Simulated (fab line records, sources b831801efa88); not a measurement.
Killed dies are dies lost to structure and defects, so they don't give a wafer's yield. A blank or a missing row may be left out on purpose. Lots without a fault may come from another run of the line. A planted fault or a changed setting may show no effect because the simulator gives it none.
A struck lot beside a sound one | flow sky130 | 17 steps out of a route of 708
Sound: wafers L824.3, L824.5, L824.6. Struck: wafers L830.4, L830.5, L830.6. The cause comes at the end.
At each step with rows: each side's tool, then ch and its chambers, then its first start. Under that, the readings that differ: sound wafers | struck wafers | difference of the means | sigmas: that difference in standard deviations of wafers without a fault.
alike: readings whose means differ by less than 2 such deviations, and words and numbers that are the same on both sides. not compared: withheld readings, readings that some wafer has no value for, bounds like >300 that may hide the same value, and numbers for which the record gives no deviation and whose values overlap.
The two part at a step that has a row with sigmas, a row that says differs or no value, or rows on one side only. Numbers that don't overlap but have no deviation are shown without sigmas and don't part them. A reading that every wafer of one side lacks parts them only if that side has two wafers or more.

SKY_METAL2_THK_MEAS_06: measures by xrf.
  sound on film_metro-02, day 34 22:14; struck on film_metro-02, day 36 21:55
  alike: METAL2_ALCU_THK
then, 8 steps without rows for these wafers: SKY_METAL2_DEHYDRATE_07 (time 60 s); SKY_METAL2_HMDS_08 (prime time 60 s); SKY_METAL2_COAT_09 (resist thk 60 nm); SKY_METAL2_COAT_10 (resist thk 450 nm); SKY_METAL2_SOFTBAKE_11 (time 90 s); SKY_METAL2_EXPOSE_12 (exposes mask MM2, target cd 140 nm); SKY_METAL2_PEB_13; SKY_METAL2_DEVELOP_14 (develop time 60 s).
SKY_METAL2_CD_MEAS_15: target cd 140 nm.
  sound on cd_sem-01, day 36 01:02; struck on cd_sem-01, day 37 23:55
  reading    | sound             | struck            | difference | sigmas
  cd_nm (nm) | 138.4 137.9 136.8 | 143.0 141.1 142.4 | +4.5       | +3
SKY_METAL2_OVL_MEAS_16:
  sound on overlay-02, day 36 01:08; struck on overlay-02, day 38 00:00
  alike: METAL2_OVL
SKY_METAL2_DESCUM_17: chemistry O2, time 8 s.
  sound on rie_metal-04 ch 0,1, day 36 01:10; struck on rie_metal-01 ch 0,1, day 38 00:02
  alike: drypump_motor_current_A, oes_product_au, rf_fwd_power_W
  not compared: rf_hours_counter_h
SKY_METAL2_ETCH_18: etches BARC in N2/H2, stops on SiO2, time 45.9 s, target depth 60 nm.
  sound on rie_metal-04 ch 0,1, day 36 01:13; struck on rie_metal-01 ch 0,1, day 38 00:04
  no value came back on the struck wafers for any of 7 readings (bias_w (W), chamber_pressure_mTorr (mTorr) and others); on the sound wafers bias_w (W) reads 99.99 99.59 100.24
  reading                                       | sound             | struck            | difference | sigmas
  model.KrF-thick_of_METAL2_COAT_10.thk_nm (nm) | 391.7 392.2 391.3 | 438.8 438.6 437.8 | +46.7      |
  not compared: rf_hours_counter_h
SKY_METAL2_METAL_ETCH_19: etches the open film in Cl2/BCl3, stops on SiO2, target depth 360 nm, time 78 s.
  sound on rie_metal-04 ch 0,1, day 36 01:17; struck on rie_metal-01 ch 0,1, day 38 00:08
  reading                                       | sound             | struck            | difference | sigmas
  bcl3_flow_sccm (sccm)                         | 29.85 29.90 29.85 | 30.11 29.92 30.17 | +0.20      | +2
  oes_product_au (a.u.)                         | 0.855 0.852 0.861 | 0.375 0.377 0.376 | -0.480     | -91
  model.KrF-thick_of_METAL2_COAT_10.thk_nm (nm) | 154.9 159.1 154.2 | 208.2 203.2 206.9 | +50.0      |
  alike: bias_w, drypump_motor_current_A, mfc_cl2_sccm, rf_fwd_power_W, throttle_valve_pct
  not compared: rf_hours_counter_h
SKY_METAL2_STRIP_20: strips in O2/N2.
  sound on plasma_asher-02 ch 0,1, day 36 01:23; struck on plasma_asher-02 ch 0,1, day 38 00:14
  reading                      | sound             | struck            | difference | sigmas
  oes_product_au (a.u.)        | 0.339 0.348 0.341 | 0.373 0.369 0.365 | +0.026     | +6
  strip_time_to_endpoint_s (s) | 2.65 2.69 2.66    | 3.23 3.19 3.22    | +0.55      | +14
  alike: drypump_motor_current_A
  not compared: rf_hours_counter_h
then, 1 step without rows for these wafers: SKY_METAL2_STRIP_21 (strips in post etch residue remover, time 1200 s).
-- the record jumps here: 10 days lie between the struck wafers' starts before and after (it left off in module METAL2 and takes up again in module PAD_OPEN, whose first step shown is number 708 of the route) --
SKY_PAD_OPEN_PROBE_99:
  sound on prober-02, day 46 13:07; struck on prober-02, day 48 02:18
  reading                  | sound          | struck         | difference | sigmas
  defect_limited_yield (%) | 82.3 80.7 81.7 | 0 0 0          | -82        | -41
  killed_at_M0_to_M3       | 43 49 48       | 435 443 443    | +394       | +51
  killed_dies              | 87 95 90       | 492 492 492    | +401       | +41
  killed_on_rim            | 19 21 25       | 96 96 96       | +74        | +18
  sort_bin_5_function (%)  | 10.0 9.6 10.6  | 91.3 92.9 90.9 | +81.6      | +54
  sort_n_pass              | 405 397 402    | 0 0 0          | -401       | -41
  sort_yield_pct (%)       | 82.3 80.7 81.7 | 0 0 0          | -82        | -41
  alike: killed_at_M4_up, killed_at_contacts, killed_at_front_end, killed_at_other, killed_open, killed_short, sort_bin_3_pad_short, sort_bin_6_memory

WHERE THEY PART
First at SKY_METAL2_CD_MEAS_15; last, within this record, at SKY_PAD_OPEN_PROBE_99.

WHY: what the simulator had put in
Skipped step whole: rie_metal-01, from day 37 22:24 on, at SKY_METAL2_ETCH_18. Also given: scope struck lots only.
